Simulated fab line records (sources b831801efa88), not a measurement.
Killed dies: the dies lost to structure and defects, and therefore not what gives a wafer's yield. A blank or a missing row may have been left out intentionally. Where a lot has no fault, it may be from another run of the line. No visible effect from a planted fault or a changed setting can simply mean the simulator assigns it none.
Code-filled problem report in 8D (eight disciplines) form :: flow sky130 :: the parts of the form that need people (team, actions taken, sign-off) are left out

## 1. PROBLEM STATEMENT
LDD_P_TW at SKY_LDD_P_TW_MEAS_11 reads a mean of 30 on 3 wafers of 1 lot; wafers without a fault read 635 with a standard deviation of 5.4. That is -99 or more standard deviations from the usual mean.
The first sign was on wafer L360.1 at day 23 10:13, on film_metro-02. The record has a number at this step for 39 wafers belonging to 13 lots. The rule behind "out" and "out of limits": a value lying over 4 standard deviations away from the usual mean. All remaining wafers that have a number are taken as sound.

## 2. WHAT IT IS; WHAT IT IS NOT
question: which readings at this step
is: LDD_P_TW
is not: -

question: which lots
is: L360
is not: L350, L352, L354, L356, L357, L358, L361, L366, L368, L369, L371, L372

question: which wafers of those lots
is: all that have a number
is not: -

question: read on which gauges
is: film_metro-02
is not: film_metro-03, film_metro-04

question: when
is: from day 23 10:13
is not: up to then (18 sound wafers); but 18 sound wafers of L361, L366, L368, L369, L371, L372 came after

## 3. WHAT RULES OUT EACH SUSPECT
Counting: a tool at a process step up to the reading stays a suspect if it ran every lot that is out and no sound lot after the first of them.
- the gauge at SKY_LDD_P_TW_MEAS_11 has been ruled out. All the wafers that are out were read on film_metro-02, but those of them that SKY_LDD_N_STRIP_16 has rows for are out there too, on other tools.
- plasma_asher-04 at SKY_LDD_N_STRIP_16 (strips in O2/N2): ruled out as a lasting fault. After its first lot that is out, L360 (day 22 03:01), sound lots L369, L371, L372 ran on it.
- plasma_asher-01 at SKY_LDD_P_STRIP_10 (strips in O2/N2): ruled out as a lasting fault. After its first lot that is out, L360 (day 23 10:07), sound lots L366, L369, L371 ran on it.
Left after counting: nothing in the record.

## 4. THE CAUSE (what the simulator had put in)
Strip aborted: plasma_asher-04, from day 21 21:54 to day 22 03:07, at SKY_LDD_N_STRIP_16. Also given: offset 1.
It was ruled out by counting, in error; the rule expects a fault to strike all lots run on its tool from its start on, and this fault did not.

## 5. SEQUENCE OF EFFECTS, ordered by route
Each row: a reading whose mean over the struck wafers that have a number lies more than 3 standard deviations from the usual. Readings are gone through only where the record gives a usual standard deviation; hours: the median, over the lots, of the time from a lot's start at the first step in this table giving one to that lot's start at this step; sigmas: the change measured in usual standard deviations.
hours: 0
step: SKY_LDD_N_STRIP_16
reading: chamber_pressure_mTorr
usual: 1499.9 mTorr
on struck wafers: 1512.3
change: +12.4
sigmas: +8.9

hours: 0
step: SKY_LDD_N_STRIP_16
reading: oes_product_au
usual: 0.406 a.u.
on struck wafers: 0.610
change: +0.204
sigmas: +42

hours: 31
step: SKY_LDD_P_STRIP_10
reading: strip_time_to_endpoint_s
usual: 14.18 s
on struck wafers: 17.89
change: +3.71
sigmas: +91

hours: 31
step: SKY_LDD_P_TW_MEAS_11
reading: LDD_P_TW
usual: 635
on struck wafers: 30
change: -605
sigmas: -99 or more
It contains these process steps:
- SKY_LDD_N_STRIP_16: strips in O2/N2.
- SKY_LDD_P_STRIP_10: strips in O2/N2.
Readings that are blank on the struck wafers while sound wafers have them: strip_time_to_endpoint_s at SKY_LDD_N_STRIP_16.
Later measuring or inspecting steps at which every struck wafer that the step has a row for has a number for every such reading, and none has moved that far: SKY_VIA1_BOW_MEAS_03.

## 6. WHAT WOULD HAVE CAUGHT IT SOONER
The first out-of-limits reading at a measuring or inspecting step in this record came at day 23 10:13, 36 hours after the fault's start at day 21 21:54.
At SKY_LDD_N_STRIP_16, the tool's own readings (chamber_pressure_mTorr, oes_product_au) were out on each struck wafer the step has a row for, so an alarm limit on them would have fired on the first such wafer.
